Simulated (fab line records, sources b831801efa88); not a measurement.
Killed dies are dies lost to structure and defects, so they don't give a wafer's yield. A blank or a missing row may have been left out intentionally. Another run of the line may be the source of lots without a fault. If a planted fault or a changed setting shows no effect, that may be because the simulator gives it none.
The tool behind it: which one? + flow gf180mcu + Sampling: 24 lots, 72 wafers, 3 of 602 route steps

## WHAT THE GAUGES READ, wafer by wafer
GF_CONTACT_BOW_MEAS_05.
| lot  | measured     | on            | CONTACT_BOW (um) |
|------|--------------|---------------|------------------|
| L074 | day 15 04:02 | film-metro-04 | 42 64 53         |
| L075 | day 15 08:07 | film-metro-04 | 61 69 59         |
| L076 | day 15 18:04 | film-metro-04 | 60 68 62         |
| L077 | day 16 02:01 | film-metro-01 | 60 71 69         |
| L078 | day 16 13:01 | film-metro-03 | 62 61 83         |
| L079 | day 17 04:09 | film-metro-01 | 79 62 77         |
| L080 | day 17 10:40 | film-metro-04 | 65 73 68         |
| L081 | day 17 21:58 | film-metro-03 | 52 71 67         |
| L082 | day 18 03:17 | film-metro-04 | 55 59 62         |
| L083 | day 18 09:32 | film-metro-01 | 75 52 66         |
| L084 | day 19 00:46 | film-metro-03 | 59 68 65         |
| L085 | day 19 17:19 | film-metro-03 | 69 70 81         |
| L086 | day 20 05:41 | film-metro-03 | 65 86 64         |
| L087 | day 20 09:19 | film-metro-03 | 51 61 56         |
| L088 | day 20 13:53 | film-metro-03 | 74 59 63         |
| L089 | day 21 00:22 | film-metro-04 | 62 66 66         |
| L090 | day 21 04:24 | film-metro-04 | 57 56 79         |
| L091 | day 21 16:40 | film-metro-04 | 77 65 64         |
| L092 | day 21 20:55 | film-metro-04 | 59 47 63         |
| L093 | day 21 21:50 | film-metro-01 | 59 66 60         |
| L094 | day 22 06:29 | film-metro-04 | 68 73 66         |
| L095 | day 22 11:41 | film-metro-01 | 74 83 71         |
| L096 | day 22 22:12 | film-metro-04 | 68 63 78         |
| L097 | day 23 03:46 | film-metro-03 | 57 56 62         |

GF_M1_RS_MEAS_05: a four-point-probe measurement.
| lot  | measured     | on            | M1_ALCU_RS (ohm/sq)  |
|------|--------------|---------------|----------------------|
| L074 | day 16 03:31 | film-metro-02 | 0.0698 0.0693 0.0702 |
| L075 | day 16 07:11 | film-metro-02 | 0.0695 0.0701 0.0688 |
| L076 | day 16 17:55 | film-metro-01 | 0.0688 0.0689 0.0693 |
| L077 | day 17 00:57 | film-metro-04 | 0.0699 0.0693 0.0694 |
| L078 | day 17 13:22 | film-metro-02 | 0.0697 0.0682 0.0683 |
| L079 | day 18 04:58 | film-metro-04 | 0.0693 0.0688 0.0692 |
| L080 | day 18 11:49 | film-metro-01 | 0.0697 0.0698 0.0703 |
| L081 | day 18 23:47 | film-metro-04 | 0.0692 0.0694 0.0694 |
| L082 | day 19 04:34 | film-metro-02 | 0.0681 0.0691 0.0681 |
| L083 | day 19 11:37 | film-metro-02 | 0.0692 0.0682 0.0692 |
| L084 | day 20 02:19 | film-metro-01 | 0.0703 0.0711 0.0706 |
| L085 | day 20 18:46 | film-metro-02 | 0.0694 0.0678 0.0681 |
| L086 | day 21 07:26 | film-metro-02 | 0.0697 0.0695 0.0691 |
| L087 | day 21 11:12 | film-metro-01 | 0.0699 0.0691 0.0701 |
| L088 | day 21 14:50 | film-metro-01 | 0.0693 0.0692 0.0696 |
| L089 | day 22 01:15 | film-metro-02 | 0.0698 0.0700 0.0703 |
| L090 | day 22 05:22 | film-metro-04 | 0.0691 0.0690 0.0691 |
| L091 | day 22 17:08 | film-metro-02 | 0.0694 0.0691 0.0697 |
| L092 | day 22 21:48 | film-metro-01 | 0.0689 0.0691 0.0688 |
| L093 | day 22 22:15 | film-metro-01 | 0.0692 0.0699 0.0690 |
| L094 | day 23 07:41 | film-metro-04 | 0.0701 0.0694 0.0688 |
| L095 | day 23 11:56 | film-metro-01 | 0.0688 0.0690 0.0700 |
| L096 | day 23 22:28 | film-metro-04 | 0.0700 0.0701 0.0700 |
| L097 | day 24 04:08 | film-metro-02 | 0.0695 0.0690 0.0694 |

## WHICH TOOL RAN EACH LOT (tool, then ch and the chambers of the sampled wafers, then the start)
| lot  | GF_VT_IMPLANT_RTA_45             |
|------|----------------------------------|
| L074 | rtp-anneal-01 ch 0, day 7 13:20  |
| L075 | rtp-anneal-02 ch 0, day 7 15:45  |
| L076 | rtp-anneal-02 ch 0, day 8 00:39  |
| L077 | rtp-anneal-01 ch 0, day 8 07:26  |
| L078 | rtp-anneal-01 ch 0, day 8 14:49  |
| L079 | rtp-anneal-01 ch 0, day 8 21:55  |
| L080 | rtp-anneal-02 ch 0, day 9 03:27  |
| L081 | rtp-anneal-01 ch 0, day 9 16:25  |
| L082 | rtp-anneal-02 ch 0, day 9 17:16  |
| L083 | rtp-anneal-02 ch 0, day 10 00:26 |
| L084 | rtp-anneal-01 ch 0, day 10 12:02 |
| L085 | rtp-anneal-02 ch 0, day 10 23:35 |
| L086 | rtp-anneal-01 ch 0, day 11 11:11 |
| L087 | rtp-anneal-02 ch 0, day 11 11:25 |
| L088 | rtp-anneal-01 ch 0, day 11 17:19 |
| L089 | rtp-anneal-02 ch 0, day 12 00:00 |
| L090 | rtp-anneal-02 ch 0, day 12 05:11 |
| L091 | rtp-anneal-02 ch 0, day 12 16:47 |
| L092 | rtp-anneal-01 ch 0, day 12 20:02 |
| L093 | rtp-anneal-02 ch 0, day 12 20:44 |
| L094 | rtp-anneal-02 ch 0, day 13 03:50 |
| L095 | rtp-anneal-01 ch 0, day 13 07:43 |
| L096 | rtp-anneal-02 ch 0, day 13 15:52 |
| L097 | rtp-anneal-02 ch 0, day 13 23:49 |
- GF_VT_IMPLANT_RTA_45: time 30 s.

## AS READ BY THE TOOLS THEMSELVES (means over the sampled wafers that have a number; for cases with no such wafer, the mark the record gives instead)
GF_VT_IMPLANT_RTA_45.
| lot  | tool          | lamp-power-pct (%) | wafer_temp_C_max |
|------|---------------|--------------------|------------------|
| L074 | rtp-anneal-01 | 35.5               | 1056.5           |
| L075 | rtp-anneal-02 | 32.2               | 1053.2           |
| L076 | rtp-anneal-02 | 32.2               | 1053.4           |
| L077 | rtp-anneal-01 | 35.4               | 1056.7           |
| L078 | rtp-anneal-01 | 35.5               | 1056.0           |
| L079 | rtp-anneal-01 | 35.4               | 1057.0           |
| L080 | rtp-anneal-02 | 32.2               | 1052.6           |
| L081 | rtp-anneal-01 | 35.5               | 1056.1           |
| L082 | rtp-anneal-02 | 32.2               | 1052.8           |
| L083 | rtp-anneal-02 | 32.2               | 1053.6           |
| L084 | rtp-anneal-01 | 35.5               | 1056.3           |
| L085 | rtp-anneal-02 | 32.2               | 1053.6           |
| L086 | rtp-anneal-01 | 35.5               | 1056.2           |
| L087 | rtp-anneal-02 | 32.2               | 1053.7           |
| L088 | rtp-anneal-01 | 35.5               | 1057.3           |
| L089 | rtp-anneal-02 | 32.2               | 1052.9           |
| L090 | rtp-anneal-02 | 32.3               | 1053.7           |
| L091 | rtp-anneal-02 | 32.2               | 1053.4           |
| L092 | rtp-anneal-01 | 35.4               | 1055.6           |
| L093 | rtp-anneal-02 | 32.2               | 1054.1           |
| L094 | rtp-anneal-02 | 32.2               | 1054.5           |
| L095 | rtp-anneal-01 | 35.5               | 1056.5           |
| L096 | rtp-anneal-02 | 32.2               | 1053.1           |
| L097 | rtp-anneal-02 | 32.2               | 1054.1           |

## THE ANSWER, worked out from the rows above alone
Rule: the usual values come from the lots themselves. The widest of any qualifying gaps counts: lots, ordered by their means at a reading, are off when they make up no more than a third of the lots, leave a main group of 4 or more, and stand apart from it by 3 or more times the standard deviation of that group's means. A main group is skipped when, at the precision printed for the reading in the tables above, its means are all equal. A lot without any number at a reading at which 4 lots or more have one is off too. Where the step has rows for the other lots, those lots are counted as sound. The gauges are gone through in route order, then the tools' own readings, and for those a lot's mean is taken as printed above. At the first step where some lot is off, the reading lying furthest off is the one used; lots without a number count as furthest.
Nothing can be told from this: no lot is off at any reading shown.

## WHAT HAD BEEN PUT IN BY THE SIMULATOR
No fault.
